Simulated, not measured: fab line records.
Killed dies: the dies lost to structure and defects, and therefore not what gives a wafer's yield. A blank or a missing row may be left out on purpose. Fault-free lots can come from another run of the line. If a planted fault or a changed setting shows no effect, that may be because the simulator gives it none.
Which tool did it? + flow sky130 + 11 lots with 33 wafers sampled at 5 steps, on a route of 708 steps

WHAT THE GAUGES READ, wafer by wafer
SKY_VIA1_BOW_MEAS_03. Usual: for VIA1_BOW the level is 80 um and the standard deviation is 6.9.
| lot  | measured     | on            | VIA1_BOW (um) | flag |
|------|--------------|---------------|---------------|------|
| L466 | day 33 17:10 | film metro-02 | 86 88 97      |      |
| L468 | day 34 14:28 | film metro-04 | 81 81 85      |      |
| L469 | day 34 16:26 | film metro-02 | 86 81 85      |      |
| L467 | day 34 17:47 | film metro-02 | 71 84 71      |      |
| L470 | day 35 09:37 | film metro-01 | 74 81 92      |      |
| L475 | day 36 18:34 | film metro-04 | 78 79 90      |      |
| L476 | day 36 22:32 | film metro-04 | 84 76 86      |      |
| L477 | day 37 07:05 | film metro-02 | 75 75 74      |      |
| L479 | day 37 21:06 | film metro-04 | 77 75 76      |      |
| L480 | day 38 02:50 | film metro-01 | 73 84 81      |      |
| L488 | day 40 06:51 | film metro-02 | 85 84 80      |      |

SKY_VIA3_THK_MEAS_01. Usual: for VIA3_HDPCVD_THK the level is 1636 nm and the standard deviation is 21.
| lot  | measured     | on            | VIA3_HDPCVD_THK (nm) | flag |
|------|--------------|---------------|----------------------|------|
| L466 | day 39 12:49 | film metro-01 | 1644 1677 1626       |      |
| L468 | day 40 08:37 | film metro-02 | 1625 1643 1598       |      |
| L469 | day 40 11:23 | film metro-01 | 1640 1628 1646       |      |
| L467 | day 40 13:27 | film metro-01 | 1667 1685 1663       |      |
| L470 | day 41 03:36 | film metro-04 | 1626 1641 1622       |      |
| L475 | day 42 08:35 | film metro-02 | 1620 1605 1620       |      |
| L476 | day 42 10:53 | film metro-01 | 1912 1642 1929       | OFF  |
| L477 | day 42 20:27 | film metro-01 | 1631 1650 1642       |      |
| L479 | day 43 08:56 | film metro-02 | 1614 1628 1620       |      |
| L480 | day 43 14:28 | film metro-04 | 1674 1636 1653       |      |
| L488 | day 45 11:00 | film metro-02 | 1608 1590 1604       |      |

WHAT TOOL EACH LOT RAN ON (gives the tool, then ch and the chambers of the sampled wafers, and finally the start)
| lot  | SKY_METAL2_SPUTTER_03        | SKY_METAL3_ETCH_16                | SKY_VIA3_HDPCVD_00               |
|------|------------------------------|-----------------------------------|----------------------------------|
| L466 | pvd sputter-03, day 34 21:22 | rie metal-01 ch 0,1, day 39 11:45 | hdpcvd-02 ch 0,1, day 39 12:38   |
| L468 | pvd sputter-03, day 35 19:25 | rie metal-01 ch 0,1, day 40 07:34 | hdpcvd-02 ch 1,2, day 40 08:27   |
| L469 | pvd sputter-04, day 35 20:29 | rie metal-02 ch 0,1, day 40 10:20 | hdpcvd-01 ch 0,1,2, day 40 11:16 |
| L467 | pvd sputter-03, day 35 22:35 | rie metal-01 ch 0,1, day 40 12:24 | hdpcvd-02 ch 0,1, day 40 13:17   |
| L470 | pvd sputter-03, day 36 14:05 | rie metal-01 ch 0,1, day 41 02:28 | hdpcvd-02 ch 0,2, day 41 03:26   |
| L475 | pvd sputter-01, day 37 22:46 | rie metal-02 ch 1, day 42 07:24   | hdpcvd-02 ch 0,2, day 42 08:20   |
| L476 | pvd sputter-03, day 38 02:32 | rie metal-01 ch 1, day 42 09:42   | hdpcvd-01 ch 1,2, day 42 10:44   |
| L477 | pvd sputter-04, day 38 11:31 | rie metal-03 ch 1, day 42 19:18   | hdpcvd-02 ch 0,2, day 42 20:12   |
| L479 | pvd sputter-01, day 39 01:13 | rie metal-02 ch 0,1, day 43 07:38 | hdpcvd-02 ch 0,2, day 43 08:45   |
| L480 | pvd sputter-04, day 39 06:16 | rie metal-03 ch 0,1, day 43 13:15 | hdpcvd-02 ch 1,2, day 43 14:17   |
| L488 | pvd sputter-04, day 41 08:28 | rie metal-03 ch 1, day 45 09:57   | hdpcvd-02 ch 0,2, day 45 10:50   |
- SKY_METAL2_SPUTTER_03: material Ti, target thk 5 nm, time 3.3 s.
- SKY_METAL3_ETCH_16: etches BARC in N2/H2, stops on SiO2, time 88.2 s, target depth 60 nm.
- SKY_VIA3_HDPCVD_00: deposits SiO2, target thk 1635 nm, time 272.5 s.

WHAT THE TOOLS THEMSELVES READ (means of the sampled wafers that have a number; where no wafer has one, the mark that the record gives instead)
SKY_METAL2_SPUTTER_03. Usual: throttle valve pct reads 30.0 % (standard deviation 0.83).
| lot  | tool           | throttle valve pct (%) | flag |
|------|----------------|------------------------|------|
| L466 | pvd sputter-03 | 29.3                   |      |
| L468 | pvd sputter-03 | 29.5                   |      |
| L469 | pvd sputter-04 | 29.9                   |      |
| L467 | pvd sputter-03 | 29.4                   |      |
| L470 | pvd sputter-03 | 29.2                   |      |
| L475 | pvd sputter-01 | 30.6                   |      |
| L476 | pvd sputter-03 | 29.7                   |      |
| L477 | pvd sputter-04 | 29.6                   |      |
| L479 | pvd sputter-01 | 30.8                   |      |
| L480 | pvd sputter-04 | 30.0                   |      |
| L488 | pvd sputter-04 | 30.2                   |      |

SKY_METAL3_ETCH_16. Usual: drypump motor current A 5.44 A, standard deviation 0.27; n2 flow sccm 100.02 sccm, standard deviation 0.29; oes product au 0.627 a.u., standard deviation 0.005; throttle valve pct 13.205 %, standard deviation 0.0093.
| lot  | tool         | drypump motor current A (A) | n2 flow sccm (sccm) | oes product au (a.u.) | throttle valve pct (%) | flag |
|------|--------------|-----------------------------|---------------------|-----------------------|------------------------|------|
| L466 | rie metal-01 | 5.60                        | 100.00              | 0.625                 | 13.211                 |      |
| L468 | rie metal-01 | 5.42                        | 100.11              | 0.629                 | 13.199                 |      |
| L469 | rie metal-02 | 5.57                        | 100.12              | 0.627                 | 13.211                 |      |
| L467 | rie metal-01 | 5.44                        | 100.15              | 0.624                 | 13.203                 |      |
| L470 | rie metal-01 | 5.43                        | 100.15              | 0.630                 | 13.213                 |      |
| L475 | rie metal-02 | 5.74                        | 99.89               | 0.623                 | 13.196                 |      |
| L476 | rie metal-01 | 5.27                        | 99.79               | 0.627                 | 13.204                 |      |
| L477 | rie metal-03 | 5.62                        | 100.01              | 0.626                 | 13.202                 |      |
| L479 | rie metal-02 | 5.39                        | 99.65               | 0.634                 | 13.210                 |      |
| L480 | rie metal-03 | 5.25                        | 100.14              | 0.627                 | 13.204                 |      |
| L488 | rie metal-03 | 5.64                        | 100.29              | 0.628                 | 13.209                 |      |

SKY_VIA3_HDPCVD_00. Usual: run length s reads 300.4 s (standard deviation 0.36).
| lot  | tool      | run length s (s) | flag |
|------|-----------|------------------|------|
| L466 | hdpcvd-02 | 300.6            |      |
| L468 | hdpcvd-02 | 300.3            |      |
| L469 | hdpcvd-01 | 300.4            |      |
| L467 | hdpcvd-02 | 300.6            |      |
| L470 | hdpcvd-02 | 300.7            |      |
| L475 | hdpcvd-02 | 300.3            |      |
| L476 | hdpcvd-01 | 333.4            | OFF  |
| L477 | hdpcvd-02 | 300.3            |      |
| L479 | hdpcvd-02 | 300.5            |      |
| L480 | hdpcvd-02 | 300.1            |      |
| L488 | hdpcvd-02 | 300.7            |      |

THE ANSWER, worked out from the rows above alone
Rule: a lot counts as off when the mean over its wafers that have a number is more than 3 standard deviations away from the usual mean. A lot without any number at a reading at which 4 lots or more have one is off too. All remaining lots with rows at the step are treated as sound. After the gauges, taken in route order, come the tools' own readings; for these a lot's mean is taken, as printed above. At the first step where some lot is off, the reading lying furthest off is the one used; lots without a number count as furthest.
Off: at SKY_VIA3_THK_MEAS_01 (VIA3_HDPCVD_THK), L476.
A tool fits if, at a process step before that reading, it ran every lot that is off, and no sound lot after the first of them. The gauges at SKY_VIA3_THK_MEAS_01 aren't tried: what is off there is off at SKY_VIA3_HDPCVD_00 too, on other tools, and a gauge's error can't cause that. Can't be told from this: 3 tools fit, pvd sputter-03 at SKY_METAL2_SPUTTER_03, rie metal-01 at SKY_METAL3_ETCH_16, hdpcvd-01 at SKY_VIA3_HDPCVD_00.

WHAT HAD BEEN PUT IN BY THE SIMULATOR
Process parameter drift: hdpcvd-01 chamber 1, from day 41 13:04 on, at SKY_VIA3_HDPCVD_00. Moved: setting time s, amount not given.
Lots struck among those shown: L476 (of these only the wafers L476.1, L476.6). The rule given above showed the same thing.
